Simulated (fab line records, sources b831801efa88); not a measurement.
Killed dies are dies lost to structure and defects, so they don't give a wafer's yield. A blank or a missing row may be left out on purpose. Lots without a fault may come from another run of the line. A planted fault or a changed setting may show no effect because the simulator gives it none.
Chamber matching | flow gf180mcu | GF_CONTACT_CMP_27 on cmp-02: 4 sister chambers
The step polishes, stops on SiO2, t overpolish 15 s, target thk 0 nm. 4 wafers are shown with their chamber, then 8 later ones without.

WAFERS WITH THEIR CHAMBER
wafer  | chamber | time_to_endpoint_s (s)
L827.4 | 1       | 73
L831.1 | 0       | 70
L831.3 | 3       | 74
L838.1 | 2       | 69

WAFERS WITHOUT THEIR CHAMBER
wafer  | time_to_endpoint_s (s)
L838.5 | 72
L838.6 | 73
L837.1 | 73
L837.3 | 72
L837.4 | 71
L841.1 | 75
L841.3 | 72
L841.5 | 72

WHICH CHAMBER EACH WENT THROUGH
wafer  | from the rows above          | in truth
L838.5 | can't be placed: 1 or 0 or 3 | 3
L838.6 | can't be placed: 1 or 3      | 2
L837.1 | can't be placed: 1 or 3      | 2
L837.3 | can't be placed: 1 or 0 or 3 | 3
L837.4 | can't be placed: 0 or 1 or 2 | 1
L841.1 | can't be placed: 3 or 1      | 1
L841.3 | can't be placed: 1 or 0 or 3 | 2
L841.5 | can't be placed: 1 or 0 or 3 | 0
Placed correctly: 0 of 8. Can't be placed from these rows: 8 (the true chamber is among the candidates in 5). Placed wrongly: 0.
How it was worked out, from the rows above alone: a wafer's distance from a chamber is the root of the sum, over the readings, of the square of ((its reading less the chamber's mean) divided by the reading's scatter). The wafer belongs to the nearest chamber; if the next one is less than 2 further off, it can't be placed. A chamber's mean is the mean of its shown wafers. The scatter: with one shown wafer a chamber, the root of the mean of the squares of how far each hidden wafer lies from its nearest shown one.
